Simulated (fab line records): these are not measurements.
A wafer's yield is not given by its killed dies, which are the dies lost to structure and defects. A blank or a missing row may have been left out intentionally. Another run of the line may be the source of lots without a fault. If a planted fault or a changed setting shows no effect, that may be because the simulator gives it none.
Which of the tools did it? + flow sky130 + Sampling: 12 lots, 36 wafers, 5 of 708 route steps

## WHAT EACH GAUGE READ, for each wafer
SKY_VIA3_RS_MEAS_22: a four-point-probe measurement.
| lot  | measured     | on            | VIA3_W_RS (ohm/sq)   |
|------|--------------|---------------|----------------------|
| L970 | day 39 15:41 | film_metro-04 | 0.2942 0.2909 0.2925 |
| L971 | day 39 21:19 | film_metro-03 | 0.2937 0.2920 0.2941 |
| L972 | day 40 08:51 | film_metro-02 | 0.2920 0.2940 0.2927 |
| L975 | day 41 01:38 | film_metro-02 | 0.2946 0.2933 0.2968 |
| L973 | day 41 02:47 | film_metro-04 | 0.2949 0.2914 0.2953 |
| L976 | day 41 04:22 | film_metro-03 | 0.2967 0.2956 0.2942 |
| L977 | day 42 00:23 | film_metro-04 | 0.2934 0.2953 0.2914 |
| L978 | day 42 01:56 | film_metro-03 | 0.2989 0.2962 0.2990 |
| L991 | day 45 04:53 | film_metro-02 | 0.2965 0.2960 0.2988 |
| L990 | day 45 05:44 | film_metro-04 | 0.2920 0.2954 0.2960 |
| L992 | day 45 12:02 | film_metro-02 | 0.2937 0.2896 0.2889 |
| L993 | day 45 15:38 | film_metro-03 | 0.2954 0.2959 0.2947 |

SKY_VIA4_THK_MEAS_01.
| lot  | measured     | on            | VIA4_HDPCVD_THK (nm) |
|------|--------------|---------------|----------------------|
| L970 | day 41 19:20 | film_metro-01 | 1760 1749 1768       |
| L971 | day 41 23:53 | film_metro-04 | 1756 1744 1773       |
| L972 | day 42 10:15 | film_metro-01 | 1760 1769 1763       |
| L975 | day 43 02:05 | film_metro-01 | 1740 1754 1762       |
| L973 | day 43 03:44 | film_metro-04 | 1741 1747 1738       |
| L976 | day 43 06:12 | film_metro-01 | 1721 1733 1745       |
| L977 | day 44 00:44 | film_metro-02 | 1715 1739 1718       |
| L978 | day 44 01:08 | film_metro-04 | 1774 1298 1294       |
| L991 | day 47 00:34 | film_metro-04 | 1762 1761 1769       |
| L990 | day 47 02:16 | film_metro-01 | 1758 1771 1755       |
| L992 | day 47 08:24 | film_metro-01 | 1765 1757 1774       |
| L993 | day 47 10:47 | film_metro-02 | 1785 1773 1795       |

## WHAT TOOL EACH LOT RAN ON (gives the tool, then ch and the chambers of the sampled wafers, and finally the start)
| lot  | SKY_VIA3_CMP_24               | SKY_METAL4_SPUTTER_04        | SKY_VIA4_HDPCVD_00               |
|------|-------------------------------|------------------------------|----------------------------------|
| L970 | cmp-01 ch 1,2,3, day 39 16:12 | pvd_sputter-01, day 39 16:30 | hdpcvd-01 ch 1,2, day 41 19:10   |
| L971 | cmp-02 ch 0,1,3, day 39 21:29 | pvd_sputter-04, day 39 21:53 | hdpcvd-02 ch 0,1, day 41 23:42   |
| L972 | cmp-02 ch 0,1, day 40 09:02   | pvd_sputter-04, day 40 09:24 | hdpcvd-01 ch 0,2, day 42 10:03   |
| L975 | cmp-02 ch 0,2, day 41 01:52   | pvd_sputter-03, day 41 02:13 | hdpcvd-01 ch 0,1,2, day 43 01:55 |
| L973 | cmp-02 ch 1,2, day 41 03:01   | pvd_sputter-03, day 41 03:22 | hdpcvd-01 ch 0,2, day 43 03:33   |
| L976 | cmp-01 ch 1,2,3, day 41 04:36 | pvd_sputter-03, day 41 04:54 | hdpcvd-01 ch 0,1,2, day 43 06:00 |
| L977 | cmp-02 ch 1,2,3, day 42 00:34 | pvd_sputter-01, day 42 00:58 | hdpcvd-02 ch 0,2, day 44 00:34   |
| L978 | cmp-01 ch 1,2,3, day 42 02:07 | pvd_sputter-03, day 42 02:31 | hdpcvd-01 ch 1,2, day 44 00:58   |
| L991 | cmp-01 ch 1,2,3, day 45 05:04 | pvd_sputter-01, day 45 05:28 | hdpcvd-02 ch 0,2, day 47 00:23   |
| L990 | cmp-01 ch 0,1,2, day 45 05:59 | pvd_sputter-04, day 45 06:18 | hdpcvd-02 ch 1,2, day 47 02:01   |
| L992 | cmp-01 ch 0,1,3, day 45 12:16 | pvd_sputter-03, day 45 12:38 | hdpcvd-01 ch 0,1, day 47 08:13   |
| L993 | cmp-02 ch 0,3, day 45 15:49   | pvd_sputter-03, day 45 16:13 | hdpcvd-01 ch 1,2, day 47 10:37   |
- SKY_VIA3_CMP_24: polishes, stops on SiO2, t overpolish 20 s, target thk 0 nm.
- SKY_METAL4_SPUTTER_04: material TiN, target thk 70 nm, time 58.3 s.
- SKY_VIA4_HDPCVD_00: deposits SiO2, target thk 1750 nm, time 291.7 s.

## WHAT THE TOOLS THEMSELVES READ (means of the sampled wafers that have a number; where no wafer has one, the mark that the record gives instead)
SKY_VIA3_CMP_24.
| lot  | tool   | motor_current_A (A) | overpolish_run_s (s) | time_to_endpoint_s (s) |
|------|--------|---------------------|----------------------|------------------------|
| L970 | cmp-01 | 10.2                | 19.995               | 94                     |
| L971 | cmp-02 | 11.4                | 19.996               | 92                     |
| L972 | cmp-02 | 11.3                | 19.996               | 89                     |
| L975 | cmp-02 | 10.5                | 20.003               | 90                     |
| L973 | cmp-02 | 12.2                | 19.994               | 90                     |
| L976 | cmp-01 | 10.0                | 20.003               | 95                     |
| L977 | cmp-02 | 11.3                | 20.003               | 95                     |
| L978 | cmp-01 | 10.3                | 20.001               | 87                     |
| L991 | cmp-01 | 10.4                | 19.994               | 89                     |
| L990 | cmp-01 | 10.7                | 20.004               | 90                     |
| L992 | cmp-01 | 10.5                | 19.997               | 90                     |
| L993 | cmp-02 | 10.3                | 19.998               | 93                     |

SKY_METAL4_SPUTTER_04.
| lot  | tool           | throttle_valve_pct (%) |
|------|----------------|------------------------|
| L970 | pvd_sputter-01 | 29.4                   |
| L971 | pvd_sputter-04 | 30.2                   |
| L972 | pvd_sputter-04 | 28.7                   |
| L975 | pvd_sputter-03 | 30.1                   |
| L973 | pvd_sputter-03 | 29.7                   |
| L976 | pvd_sputter-03 | 29.5                   |
| L977 | pvd_sputter-01 | 29.8                   |
| L978 | pvd_sputter-03 | 30.0                   |
| L991 | pvd_sputter-01 | 29.7                   |
| L990 | pvd_sputter-04 | 30.6                   |
| L992 | pvd_sputter-03 | 29.7                   |
| L993 | pvd_sputter-03 | 29.1                   |

SKY_VIA4_HDPCVD_00.
| lot  | tool      | run_length_s (s) |
|------|-----------|------------------|
| L970 | hdpcvd-01 | 319.9            |
| L971 | hdpcvd-02 | 319.4            |
| L972 | hdpcvd-01 | 320.6            |
| L975 | hdpcvd-01 | 319.9            |
| L973 | hdpcvd-01 | 320.6            |
| L976 | hdpcvd-01 | 319.7            |
| L977 | hdpcvd-02 | 319.7            |
| L978 | hdpcvd-01 | 267.9            |
| L991 | hdpcvd-02 | 319.8            |
| L990 | hdpcvd-02 | 320.1            |
| L992 | hdpcvd-01 | 319.3            |
| L993 | hdpcvd-01 | 319.7            |

## THE ANSWER, worked out from the rows above alone
Rule: the usual values come from the lots themselves. Put in order of their means at a reading, lots are off if they are a third of the lots or fewer, leave a main group of 4 or more, and stand apart from it by a gap of 3 or more times the standard deviation of the main group's means; of several such gaps the widest counts. The tables above print the reading to a certain number of digits; a main group whose means all agree to those digits is not used. A lot without any number at a reading at which 4 lots or more have one is off too. Where the step has rows for the other lots, those lots are counted as sound. First the gauges in route order, then the tools' own readings, where a lot's mean is used as printed above. The first step at which some lot is off is used, and at that step the reading that is off furthest; a lot without a number counts as furthest.
Off: L978, seen at SKY_VIA4_THK_MEAS_01 (VIA4_HDPCVD_THK). For the main group the mean is 1755 nm and the standard deviation 16.
A tool fits if, at a process step before that reading, it ran every lot that is off, and no sound lot after the first of them. Not tried: the gauges at SKY_VIA4_THK_MEAS_01; whatever is off there is also off at SKY_VIA4_HDPCVD_00, on other tools, and gauge error can't account for it. No candidate that was tried fits.

## WHAT THE SIMULATOR HAD INSERTED
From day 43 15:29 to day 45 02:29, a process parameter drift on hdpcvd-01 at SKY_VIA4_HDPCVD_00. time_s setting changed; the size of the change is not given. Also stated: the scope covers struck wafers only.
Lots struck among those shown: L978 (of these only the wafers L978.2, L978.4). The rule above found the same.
